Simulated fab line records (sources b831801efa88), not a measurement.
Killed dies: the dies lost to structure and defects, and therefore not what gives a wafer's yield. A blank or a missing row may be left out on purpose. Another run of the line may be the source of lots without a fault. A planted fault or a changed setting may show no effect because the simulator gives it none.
Comparing a struck lot with a sound one :: flow sky130 :: 16 out of 708 route steps
Sound: wafers L758.2, L758.4, L758.5. Wafers L770.1, L770.4, L770.6 were the ones struck. At the end, the cause is stated.
At each step with rows: each side's tool, then ch and its chambers, then its first start. Under that, the readings that differ: sound wafers :: struck wafers :: difference of the means :: sigmas: that difference in standard deviations of wafers without a fault.
alike: a reading whose means differ by less than 2 such deviations, as well as words and numbers matching on both sides. not compared: withheld readings; readings where some wafer has no value; bounds like >300 that might hide an equal value; numbers whose values overlap and for which the record gives no deviation.
The two part at a step that has a row with sigmas, a row that says differs or no value, or rows on one side only. Numbers that don't overlap but have no deviation are shown without sigmas and don't part them. A reading missing from all wafers of one side parts the sides only when that side holds two or more wafers.

SKY_NWELL_RS_MEAS_29: measurement is done with a four-point probe.
  sound on film metro-03, day 5 15:27; struck on film metro-03, day 8 12:02
  alike: NWELL_RS
SKY_NWELL_RS_MEAS_31: measurement is done with a four-point probe.
  sound on film metro-03, day 5 15:41; struck on film metro-03, day 8 12:16
  alike: PWDE_RS
then, 7 steps without rows for these wafers: SKY_VT_ADJUST_HVTP_DEHYDRATE_00 (time 60 s); SKY_VT_ADJUST_HVTP_HMDS_01 (prime time 60 s); SKY_VT_ADJUST_HVTP_COAT_02 (resist thk 1140 nm); SKY_VT_ADJUST_HVTP_SOFTBAKE_03 (time 60 s); SKY_VT_ADJUST_HVTP_EXPOSE_04 (exposes mask HVTPM, target cd 380 nm); SKY_VT_ADJUST_HVTP_PEB_05; SKY_VT_ADJUST_HVTP_DEVELOP_06 (develop time 60 s).
SKY_VT_ADJUST_HVTP_CD_MEAS_07: the cd target is 380 nm.
  sound on cd sem-01, day 6 09:13; struck on cd sem-01, day 9 09:47
  alike: cd nm
SKY_VT_ADJUST_HVTP_OVL_MEAS_08:
  sound on overlay-01, day 6 09:20; struck on overlay-01, day 9 09:55
  alike: VT_ADJUST_HVTP_OVL
SKY_VT_ADJUST_HVTP_IMPLANT_09:
  sound on implanter-01 ch 0, day 6 09:23; struck on implanter-01 ch 0, day 9 09:56
reading: beam energy keV
sound: 149.87 149.95 149.95
struck: 141.54 141.45 141.56
difference: -8.41
sigmas: -99 or more

reading: model.implant.rp nm (nm)
sound: 83.32 83.32 83.32
struck: 79.24 79.24 79.24
difference: -4.08
sigmas: 

reading: model.implant.drp nm (nm)
sound: 33.4 33.4 33.4
struck: 31.9 31.9 31.9
difference: -1.5
sigmas: 
SKY_VT_ADJUST_HVTP_STRIP_10: strips in O2/N2.
  sound on plasma asher-04 ch 0, day 6 09:31; struck on plasma asher-04 ch 0,1, day 9 10:05
  alike: drypump motor current A, oes product au, strip time to endpoint s
  not compared: rf hours counter h
SKY_VT_ADJUST_HVTP_TW_MEAS_11:
  sound on film metro-02, day 6 09:37; struck on film metro-04, day 9 10:11
reading: VT_ADJUST_HVTP_TW
sound: 1362 1363 1365
struck: 1339 1342 1344
difference: -22
sigmas: -3
then, 1 step without rows for these wafers: SKY_VT_ADJUST_LVTN_DEHYDRATE_00 (time 60 s).
-- a jump in the record: the struck wafers' starts before and after are 39 days apart (it breaks off in module VT_ADJUST_LVTN and resumes in module PAD_OPEN, where the first step shown is number 708 of the route) --
SKY_PAD_OPEN_PROBE_99:
  sound on prober-02, day 45 22:32; struck on prober-02, day 48 19:35
reading: model.etest.pfet_01v8_mvt.off log10 a um
sound: -10.84 -10.95 -10.88
struck: -11.37 -11.47 -11.26
difference: -0.48
sigmas: 
  alike: killed_at_M0_to_M3, killed_at_M4_up, killed at contacts, killed at front end, killed at other, killed dies, killed open, killed short
  not compared: model.etest.tip p.rs ohm sq, model.etest.pfet_01v8.r on ohm um, model.etest.pfet_01v8.drive ua um, model.etest.pfet_01v8_mvt.drive ua um, model.etest.pfet_01v8_hvt.drive ua um, model.etest.sram pfet latch.drive ua um, model.etest.pfet_01v8.off log10 a um

== WHERE THEY PART ==
Last at SKY_VT_ADJUST_HVTP_TW_MEAS_11 as far as this record goes, first at SKY_VT_ADJUST_HVTP_IMPLANT_09. Later steps at which nothing parts them and some readings are alike: SKY_PAD_OPEN_PROBE_99.

WHY: whatever the simulator had introduced
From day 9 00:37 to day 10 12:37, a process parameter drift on implanter-01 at SKY_VT_ADJUST_HVTP_IMPLANT_09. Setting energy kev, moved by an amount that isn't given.
